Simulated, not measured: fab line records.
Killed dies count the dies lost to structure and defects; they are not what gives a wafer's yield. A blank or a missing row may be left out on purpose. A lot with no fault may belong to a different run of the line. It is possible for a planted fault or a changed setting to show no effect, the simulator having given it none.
fab line records | flow gf180mcu
record lots=6 | wafers=18 | lastDay=33
route steps=602 shown M1@334 V1@335
lots that met no fault: from a run of the same line without faults
startH: hours from the record's opening day to when the first of the lot's shown wafers began | waitH: time in hours since the lot's previous step | " repeats the value in the row above | L1.1+2: a single row standing in for several wafers | - no value, or no start given | * or withheld: withheld | < > ~ a bound
route shown NAME@n: a module of which the file shows steps, and the number in the route of the first | usual: mean and standard deviation over wafers with no fault | same: alike in all rows | chamber/n: place in a boat | sites: each site's reading | _std_site: standard deviation of those values | _edge_site: outer sites' mean less inner sites' | radiusMm: how far each site lies from the wafer's centre | mask NAME#n: copy n | behind: the last tool/chamber to shape the wafer | hold: why the lot went on hold/how many hours it stayed there/how the hold came to an end | device: the n, p or np transistor that did not switch | end of line: the same wafers' tests at the end of the route | a step with no rows: only its recipe | killed: the dies lost at the first sort to structure and to defects; this is not the yield of the wafer | map: dies across one wafer; x = killed, . = not, _ = none there
set.NAME: setting as actually run; set.NAME@STEP: the setting as run at that earlier step | model.NAME: the simulator's own value behind a step, which no gauge read
lots at selected steps of the route; one table per step, one row per wafer
services: from which hour (startH, from the record's first day; less than 0 if before it) a tool's chamber was out of use, for how many hours, and why
## steps
# step GF_M1_CLEAN_19
# recipe chemistry=DIW | dry=n2Spin
# step GF_V1_CVD_00
# recipe material=SiO2 | targetThkNm=600 | sigmaOpenFrac=0.3 | tempC=400 | timeS=100 | sih4FlowSccm=60 | pressureMtorr=6
# step GF_V1_THK_MEAS_01
# recipe reads=SiO2_of_V1_CVD_00
# usual V1_CVD_00_THK=600/5.6
lot.wafer | tool         | chamber | startH | waitH | V1_CVD_00_THK[nm]
L132.2    | filmMetro-02 | -       | 421.84 | 0.0   | 590
L132.4    | "            | -       | "      | "     | 601
L132.6    | "            | -       | "      | "     | 601
L133.1    | filmMetro-02 | -       | 437.03 | 0.0   | 601
L133.5    | "            | -       | "      | "     | 599
L133.6    | "            | -       | "      | "     | 601
L134.1    | filmMetro-01 | -       | 445.26 | 0.0   | 599
L134.5    | "            | -       | "      | "     | 596
L134.6    | "            | -       | "      | "     | 601
L144.2    | filmMetro-03 | -       | 526.17 | 0.0   | 596
L144.3    | "            | -       | "      | "     | 608
L144.5    | "            | -       | "      | "     | 599
L146.1    | filmMetro-02 | -       | 542.91 | 0.0   | 607
L146.5    | "            | -       | "      | "     | 603
L146.6    | "            | -       | "      | "     | 605
L147.3    | filmMetro-03 | -       | 554.33 | 0.1   | 601
L147.4    | "            | -       | "      | "     | 601
L147.5    | "            | -       | "      | "     | 602
# step GF_V1_CVD_02
# recipe material=SiO2 | targetThkNm=850 | precursor=TEOS | tempC=400 | timeS=94.851 | rfW=600
# usual heaterPowerW=661/89
lot.wafer | tool     | chamber | startH | waitH | heaterPowerW
L132.2    | pecvd-02 | 1       | 421.89 | 0.0   | 648
L132.4    | "        | 2       | "      | "     | 541
L132.6    | "        | 0       | "      | "     | 778
L133.1    | pecvd-02 | 0       | 437.09 | 0.1   | 701
L133.5    | "        | 2       | "      | "     | 616
L133.6    | "        | 1       | "      | "     | 644
L134.1    | pecvd-02 | 2       | 445.32 | 0.1   | 653
L134.5    | "        | 0       | "      | "     | 636
L134.6    | "        | 1       | "      | "     | 640
L144.2    | pecvd-04 | 0       | 526.22 | 0.0   | 701
L144.3    | "        | 2       | "      | "     | 782
L144.5    | "        | 2       | "      | "     | 812
L146.1    | pecvd-02 | 0       | 542.97 | 0.1   | 780
L146.5    | "        | 2       | "      | "     | 685
L146.6    | "        | 0       | "      | "     | 635
L147.3    | pecvd-02 | 2       | 554.37 | 0.0   | 602
L147.4    | "        | 1       | "      | "     | 510
L147.5    | "        | 0       | "      | "     | 628
# step GF_V1_THK_MEAS_03
# recipe reads=SiO2_of_V1_CVD_02
# usual V1_CVD_02_THK=851/11
lot.wafer | tool         | chamber | startH | waitH | V1_CVD_02_THK[nm]
L132.2    | filmMetro-03 | -       | 421.97 | 0.0   | 851
L132.4    | "            | -       | "      | "     | 863
L132.6    | "            | -       | "      | "     | 855
L133.1    | filmMetro-01 | -       | 437.16 | 0.0   | 848
L133.5    | "            | -       | "      | "     | 860
L133.6    | "            | -       | "      | "     | 854
L134.1    | filmMetro-03 | -       | 445.39 | 0.0   | 830
L134.5    | "            | -       | "      | "     | 852
L134.6    | "            | -       | "      | "     | 868
L144.2    | filmMetro-02 | -       | 526.30 | 0.0   | 844
L144.3    | "            | -       | "      | "     | 850
L144.5    | "            | -       | "      | "     | 859
L146.1    | filmMetro-03 | -       | 543.04 | 0.0   | 835
L146.5    | "            | -       | "      | "     | 852
L146.6    | "            | -       | "      | "     | 857
L147.3    | filmMetro-01 | -       | 554.46 | 0.1   | 848
L147.4    | "            | -       | "      | "     | 862
L147.5    | "            | -       | "      | "     | 857
# step GF_V1_CMP_04
# recipe material=SiO2 | downForcePsi=4 | platenRpm=60 | padVelocityMS=0.94248
# usual motorCurrentA=11.9/0.87 | platenRpm=60.00/0.041 | timeToEndpointS=80/4.8
lot.wafer | tool   | chamber | startH | waitH | motorCurrentA | platenRpm | timeToEndpointS
L132.2    | cmp-01 | 3       | 422.02 | 0.0   | 12.3          | 59.91     | 74
L132.4    | "      | 1       | "      | "     | 12.6          | 59.98     | 77
L132.6    | "      | 3       | "      | "     | 12.0          | 60.05     | 77
L133.1    | cmp-02 | 2       | 437.27 | 0.1   | 13.3          | 60.00     | 80
L133.6    | "      | 1       | "      | "     | 12.4          | 59.97     | 81
L133.5    | "      | 2       | "      | "     | 12.5          | 60.00     | 87
L134.1    | cmp-01 | 0       | 445.50 | 0.1   | 12.1          | 59.90     | 70
L134.6    | "      | 3       | "      | "     | 12.1          | 59.96     | 84
L134.5    | "      | 0       | "      | "     | 11.8          | 59.99     | 80
L144.3    | cmp-01 | 0       | 526.40 | 0.1   | 11.6          | 60.01     | 75
L144.2    | "      | 2       | "      | "     | 10.8          | 60.02     | 69
L144.5    | "      | 0       | "      | "     | 11.9          | 59.95     | 77
L146.1    | cmp-02 | 1       | 543.25 | 0.2   | 11.9          | 59.99     | 76
L146.5    | "      | 2       | "      | "     | 12.5          | 59.98     | 82
L146.6    | "      | 3       | "      | "     | 10.4          | 60.02     | 83
L147.3    | cmp-01 | 0       | 554.60 | 0.1   | 12.6          | 60.02     | 80
L147.4    | "      | 1       | "      | "     | 13.1          | 60.01     | 83
L147.5    | "      | 2       | "      | "     | 11.2          | 59.96     | 80
# step GF_V1_BOW_MEAS_05
# recipe mode=bow
# usual V1_BOW=83/7.5
lot.wafer | tool         | chamber | startH | waitH | V1_BOW[um]
L132.2    | filmMetro-02 | -       | 422.34 | 0.3   | 79
L132.4    | "            | -       | "      | "     | 78
L132.6    | "            | -       | "      | "     | 85
L133.1    | filmMetro-03 | -       | 437.55 | 0.2   | 67
L133.5    | "            | -       | "      | "     | 83
L133.6    | "            | -       | "      | "     | 80
L134.1    | filmMetro-01 | -       | 445.75 | 0.2   | 83
L134.5    | "            | -       | "      | "     | 85
L134.6    | "            | -       | "      | "     | 87
L144.2    | filmMetro-03 | -       | 526.67 | 0.1   | 66
L144.3    | "            | -       | "      | "     | 67
L144.5    | "            | -       | "      | "     | 78
L146.1    | filmMetro-03 | -       | 543.40 | 0.1   | 81
L146.5    | "            | -       | "      | "     | 85
L146.6    | "            | -       | "      | "     | 90
L147.3    | filmMetro-01 | -       | 554.84 | 0.2   | 88
L147.4    | "            | -       | "      | "     | 92
L147.5    | "            | -       | "      | "     | 93
# step GF_V1_DEHYDRATE_06
# recipe tempC=200 | timeS=60
# step GF_V1_HMDS_07
# recipe primeTimeS=60 | primeTempC=120
# step GF_V1_COAT_08
# recipe resist=BARC | tempC=withheld | timeS=withheld | spinRpm=withheld | resistThkNm=withheld
# step GF_V1_COAT_09
# recipe resist=KrF | spinRpm=withheld | resistThkNm=1000
# step GF_V1_SOFTBAKE_10
# recipe tempC=130 | timeS=60 | resist=KrF
# step GF_V1_EXPOSE_11
# recipe maskId=Via1 | targetCdNm=260 | na=0.68 | sourceShape=conventional | sigmaOuter=0.6 | doseMj=38
# usual exposureDoseMJCm2=37.96/0.045 | focusOffsetNm=-0.1/0.53
lot.wafer | tool          | chamber | startH | waitH | mask   | exposureDoseMJCm2 | focusOffsetNm
L132.2    | krfScanner-02 | 0       | 434.34 | -     | Via1#0 | 37.96             | -0.4
L132.4    | "             | 0       | "      | "     | Via1#0 | 37.98             | 0.6
L132.6    | "             | 0       | "      | "     | Via1#0 | 37.97             | 0.0
L133.1    | krfScanner-01 | -       | 449.72 | -     | Via1#0 | -                 | -
L133.5    | "             | -       | "      | "     | Via1#0 | -                 | -
L133.6    | "             | -       | "      | "     | Via1#0 | -                 | -
L134.1    | krfScanner-01 | -       | 457.92 | -     | Via1#0 | -                 | -
L134.5    | "             | -       | "      | "     | Via1#0 | -                 | -
L134.6    | "             | -       | "      | "     | Via1#0 | -                 | -
L144.2    | krfScanner-02 | 0       | 537.84 | -     | Via1#0 | 37.98             | -1.3
L144.3    | "             | 0       | "      | "     | Via1#0 | 38.01             | 0.0
L144.5    | "             | 0       | "      | "     | Via1#0 | 37.95             | -0.7
L146.1    | krfScanner-01 | 0       | 554.62 | -     | Via1#0 | 37.90             | 0.0
L146.5    | "             | 0       | "      | "     | Via1#0 | 37.94             | -0.3
L146.6    | "             | 0       | "      | "     | Via1#0 | 37.90             | 0.8
L147.3    | krfScanner-01 | 0       | 566.05 | -     | Via1#0 | 37.93             | -0.7
L147.4    | "             | 0       | "      | "     | Via1#0 | 38.00             | -1.2
L147.5    | "             | 0       | "      | "     | Via1#0 | 37.97             | -0.6
# step GF_V1_PEB_12
# recipe pebTempC=135 | pebTimeS=90 | resist=KrF
## services
tool          | chamber | startH | hours | kind
cmp-01        | -       | 404.13 | 4.0   | pm
cmp-01        | -       | 408.13 | -     | consumableReplace:conditioner
krfScanner-01 | -       | 414.38 | 0.2   | repair
cmp-02        | -       | 416.09 | 5.6   | pm
krfScanner-01 | -       | 418.25 | 1.3   | pm
krfScanner-02 | -       | 432.18 | 1.3   | pm
cmp-02        | -       | 437.52 | 5.4   | pm
cmp-01        | -       | 451.63 | 1.9   | repair
krfScanner-01 | -       | 453.11 | 0.8   | pm
cmp-01        | -       | 456.58 | 6.2   | pm
krfScanner-02 | -       | 462.82 | 0.8   | pm
krfScanner-02 | -       | 465.21 | 1.0   | pm
cmp-01        | -       | 467.05 | 0.8   | repair
pecvd-02      | -       | 474.69 | 1.0   | repair
krfScanner-01 | -       | 478.24 | 1.0   | pm
krfScanner-02 | -       | 483.73 | 3.5   | repair
pecvd-04      | -       | 497.53 | 1.6   | repair
krfScanner-01 | -       | 511.56 | 3.6   | pm
cmp-01        | -       | 528.54 | 4.3   | repair
pecvd-02      | -       | 536.17 | 5.5   | pm
pecvd-02      | -       | 546.40 | 0.7   | repair
krfScanner-01 | -       | 546.40 | 1.4   | repair
cmp-01        | -       | 553.02 | 0.4   | repair
krfScanner-02 | -       | 560.86 | 7.2   | pm
## key
firstSign step=GF_V1_EXPOSE_11 | reading=toolRecord | direction=missing
effect none on later readings
metAt GF_V1_EXPOSE_11
struckWafers L133.1,L133.5,L133.6,L134.1,L134.5,L134.6
laterRowsLeftOut L133.1,L133.5,L133.6,L134.1,L134.5,L134.6
sortLeftOut L133.1,L133.5,L133.6,L134.1,L134.5,L134.6
onsetBetween 434.34 449.72
fault kind=skippedStepWhole | tool=krfScanner-01,krfScanner-02 | chamber=- | onsetH=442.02 | steps=GF_V1_EXPOSE_11 | scope=struckLotsOnly
# sortLeftOut: the simulated sort isn't trusted on such a fault, so these wafers' sort isn't shown, and their yield isn't known
# laterRowsLeftOut: the simulator's readings of these wafers behind a module that went badly wrong aren't trusted and aren't shown, but for the sort
